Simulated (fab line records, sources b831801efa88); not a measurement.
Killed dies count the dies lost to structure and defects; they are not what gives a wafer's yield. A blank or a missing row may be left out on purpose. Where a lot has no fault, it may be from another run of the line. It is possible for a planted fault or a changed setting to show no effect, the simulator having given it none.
Matching of chambers | flow gf180mcu | GF_PASSIVATION_CVD_00 on pecvd-03: 3 sister chambers
The step deposits SiO2 from TEOS, target thk 1000 nm, time 111.95 s. 16 wafers are shown with their chamber, then 8 later ones without.

## EACH WAFER AND ITS CHAMBER
wafer  | chamber | heater_power_w (W) | heater_power_outer_w (W)
L930.3 | 1       | 626                | 391
L930.5 | 0       | 649                | 402
L930.6 | 1       | 521                | 286
L933.2 | 2       | 753                | 430
L933.4 | 0       | 537                | 302
L933.6 | 2       | 805                | 462
L934.1 | 1       | 592                | 348
L934.2 | 2       | 680                | 376
L934.3 | 0       | 591                | 336
L936.1 | 1       | 551                | 299
L936.3 | 2       | 763                | 425
L936.5 | 1       | 603                | 354
L945.1 | 0       | 632                | 358
L945.2 | 1       | 626                | 361
L945.3 | 2       | 689                | 392
L946.1 | 1       | 647                | 376

SIGNATURES, as means of the wafers listed above
reading              | chamber 0 | chamber 1 | chamber 2 | scatter within a chamber
heater_power_w       | 602.25    | 595.14    | 738.00    | 48.6
heater_power_outer_w | 349.50    | 345.00    | 417.00    | 38.1
Rule: a wafer lies at a distance from a chamber equal to the root of the sum of squares, over the readings, of (its reading less the chamber's mean, divided by the reading's scatter). The wafer belongs to the nearest chamber; if the next one is less than 2 further off, it can't be placed. How the scatter is found: for the shown wafers, subtract from each reading the mean of its chamber, square and add these, divide the total by (wafers less chambers), then take the root.

## WAFERS WHOSE CHAMBER IS MISSING
wafer  | heater_power_w (W) | heater_power_outer_w (W)
L946.2 | 684                | 381
L946.5 | 638                | 383
L951.2 | 543                | 305
L951.4 | 673                | 411
L951.6 | 780                | 465
L950.2 | 761                | 430
L950.4 | 637                | 387
L950.5 | 645                | 386

## EACH ONE'S CHAMBER
wafer  | from the rows above          | in truth
L946.2 | can't be placed: 2 or 0 or 1 | 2
L946.5 | can't be placed: 0 or 1 or 2 | 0
L951.2 | can't be placed: 1 or 0      | 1
L951.4 | can't be placed: 2 or 0 or 1 | 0
L951.6 | 2                            | 2
L950.2 | 2                            | 2
L950.4 | can't be placed: 0 or 1 or 2 | 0
L950.5 | can't be placed: 0 or 1 or 2 | 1
Correctly placed: 2 of 8. Cannot be placed on the basis of these rows: 6; the candidates contain the true chamber in 6. Placed wrongly: 0.
